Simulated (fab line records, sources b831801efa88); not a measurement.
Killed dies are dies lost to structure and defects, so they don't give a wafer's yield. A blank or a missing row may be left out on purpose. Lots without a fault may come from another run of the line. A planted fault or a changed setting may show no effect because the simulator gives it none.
Which tool did it? | flow sky130 | 10 lots, 30 wafers sampled, at 5 steps of a route of 708

WHAT THE GAUGES READ, wafer by wafer
SKY_VIA3_CD_MEAS_12: target cd 200 nm.
lot  | measured     | on        | cd_nm (nm)
L578 | day 39 23:51 | cd_sem-02 | 201.9 199.7 199.3
L580 | day 42 00:44 | cd_sem-01 | 203.7 203.5 204.1
L584 | day 42 14:40 | cd_sem-02 | 199.3 199.1 199.5
L586 | day 42 18:35 | cd_sem-02 | 198.8 199.5 198.8
L587 | day 43 10:14 | cd_sem-02 | 200.8 201.2 200.5
L591 | day 43 23:17 | cd_sem-02 | 202.7 202.2 202.3
L592 | day 44 07:30 | cd_sem-01 | 201.7 200.2 200.8
L595 | day 44 21:01 | cd_sem-02 | 200.9 201.8 201.1
L597 | day 45 14:25 | cd_sem-01 | 198.2 198.7 198.4
L599 | day 45 21:26 | cd_sem-02 | 198.9 198.4 198.9

SKY_VIA3_RS_MEAS_22: measures by four-point-probe.
lot  | measured     | on            | VIA3_W_RS (ohm/sq)
L578 | day 40 00:55 | film_metro-04 | 0.295 0.296 0.294
L580 | day 42 01:48 | film_metro-02 | 0.290 0.289 0.294
L584 | day 42 15:47 | film_metro-01 | 0.291 0.295 0.298
L586 | day 42 19:40 | film_metro-04 | 0.292 0.290 0.295
L587 | day 43 11:16 | film_metro-02 | 0.293 0.295 0.292
L591 | day 44 00:19 | film_metro-02 | 57.822 59.696 59.005
L592 | day 44 08:32 | film_metro-02 | 58.267 59.039 58.663
L595 | day 44 22:03 | film_metro-02 | 0.288 0.293 0.293
L597 | day 45 15:28 | film_metro-01 | 0.296 0.291 0.293
L599 | day 45 22:28 | film_metro-02 | 0.291 0.292 0.297

SKY_VIA3_THK_MEAS_23: measures by xrf.
lot  | measured     | on            | VIA3_W_THK (nm)
L578 | day 40 01:02 | film_metro-04 | 390 391 390
L580 | day 42 01:53 | film_metro-02 | 401 403 398
L584 | day 42 15:53 | film_metro-01 | 402 394 386
L586 | day 42 19:46 | film_metro-04 | 398 399 393
L587 | day 43 11:23 | film_metro-02 | 395 390 396
L591 | day 44 00:26 | film_metro-02 | - - -
L592 | day 44 08:39 | film_metro-02 | - - <0
L595 | day 44 22:10 | film_metro-02 | 399 395 395
L597 | day 45 15:35 | film_metro-01 | 389 396 391
L599 | day 45 22:35 | film_metro-02 | 395 394 389

WHICH TOOL RAN EACH LOT (tool, then ch and the chambers of the sampled wafers, then the start)
lot  | SKY_METAL3_ETCH_16                | SKY_VIA3_CVD_21
L578 | rie_metal-01 ch 0, day 38 21:39   | cvd_w-02 ch 1, day 40 00:47
L580 | rie_metal-04 ch 0,1, day 40 22:58 | cvd_w-02 ch 0,1, day 42 01:39
L584 | rie_metal-01 ch 0,1, day 41 13:47 | cvd_w-02 ch 0,1, day 42 15:40
L586 | rie_metal-04 ch 0,1, day 41 18:11 | cvd_w-02 ch 0,1, day 42 19:32
L587 | rie_metal-01 ch 0,1, day 42 09:33 | cvd_w-01 ch 0,1, day 43 11:08
L591 | rie_metal-03 ch 0,1, day 42 23:46 | cvd_w-02 ch 0,1, day 44 00:11
L592 | rie_metal-03 ch 0,1, day 43 07:48 | cvd_w-01 ch 0,1, day 44 08:25
L595 | rie_metal-01 ch 0,1, day 43 21:21 | cvd_w-01 ch 0,1, day 44 21:56
L597 | rie_metal-04 ch 0, day 44 15:25   | cvd_w-02 ch 0, day 45 15:21
L599 | rie_metal-03 ch 0,1, day 44 23:15 | cvd_w-02 ch 0,1, day 45 22:21
- SKY_METAL3_ETCH_16: etches BARC in N2/H2, stops on SiO2, time 88.2 s, target depth 60 nm.
- SKY_VIA3_CVD_21: deposits W, target thk 390 nm, time 117.31 s.

WHAT THE TOOLS THEMSELVES READ (means of the sampled wafers that have a number; where no wafer has one, the mark that the record gives instead)
SKY_METAL3_ETCH_16.
lot  | tool         | bias_w (W) | drypump_motor_current_A (A) | he_backside_leak_sccm (sccm) | n2_flow_sccm (sccm) | oes_product_au (a.u.) | throttle_valve_pct (%)
L578 | rie_metal-01 | 100.06     | 5.3                         | 3.34                         | 100.14              | 0.627                 | 13.201
L580 | rie_metal-04 | 100.04     | 5.7                         | 3.34                         | 99.87               | 0.628                 | 13.210
L584 | rie_metal-01 | 99.84      | 4.9                         | 3.17                         | 100.00              | 0.624                 | 13.197
L586 | rie_metal-04 | 100.11     | 5.7                         | 3.20                         | 100.16              | 0.630                 | 13.212
L587 | rie_metal-01 | 100.10     | 5.1                         | 3.21                         | 100.12              | 0.626                 | 13.202
L591 | rie_metal-03 | 100.04     | 4.9                         | 3.23                         | 100.00              | 0.623                 | 13.203
L592 | rie_metal-03 | 100.04     | 5.0                         | 3.30                         | 99.91               | 0.627                 | 13.205
L595 | rie_metal-01 | 100.14     | 5.1                         | 3.11                         | 100.02              | 0.621                 | 13.205
L597 | rie_metal-04 | 100.06     | 5.9                         | 3.16                         | 100.26              | 0.623                 | 13.213
L599 | rie_metal-03 | 100.10     | 5.0                         | 3.32                         | 99.87               | 0.630                 | 13.206

SKY_VIA3_CVD_21.
lot  | tool     | chamber_pressure_Torr (Torr) | heater_power_outer_w (W) | heater_power_w (W)
L578 | cvd_w-02 | 40.06                        | 581                      | 1027
L580 | cvd_w-02 | 40.03                        | 508                      | 868
L584 | cvd_w-02 | 39.98                        | 544                      | 942
L586 | cvd_w-02 | 39.87                        | 514                      | 877
L587 | cvd_w-01 | 39.96                        | 485                      | 782
L591 | cvd_w-02 | -                            | -                        | -
L592 | cvd_w-01 | -                            | -                        | -
L595 | cvd_w-01 | 39.93                        | 505                      | 821
L597 | cvd_w-02 | 39.99                        | 489                      | 779
L599 | cvd_w-02 | 39.98                        | 563                      | 939

THE ANSWER, worked out from the rows above alone
Rule: what is usual is taken from the lots themselves. Put in order of their means at a reading, lots are off if they are a third of the lots or fewer, leave a main group of 4 or more, and stand apart from it by a gap of 3 or more times the standard deviation of the main group's means; of several such gaps the widest counts. A main group whose means are all the same, to the digits that the tables above print for the reading, isn't used. A lot without any number at a reading at which 4 lots or more have one is off too. The other lots that the step has rows for count as sound. The gauges are gone through in route order, then the tools' own readings, and for those a lot's mean is taken as printed above. The first step at which some lot is off is used, and at that step the reading that is off furthest; a lot without a number counts as furthest.
Off: L591, L592, at SKY_VIA3_RS_MEAS_22 (VIA3_W_RS). The main group: mean 0.293 ohm/sq, standard deviation 0.0013.
A tool fits if, at a process step before that reading, it ran every lot that is off, and no sound lot after the first of them. The gauges at SKY_VIA3_RS_MEAS_22 aren't tried: what is off there is off at SKY_VIA3_CVD_21 too, on other tools, and a gauge's error can't cause that. None of those tried fits.

WHAT THE SIMULATOR HAD PUT IN
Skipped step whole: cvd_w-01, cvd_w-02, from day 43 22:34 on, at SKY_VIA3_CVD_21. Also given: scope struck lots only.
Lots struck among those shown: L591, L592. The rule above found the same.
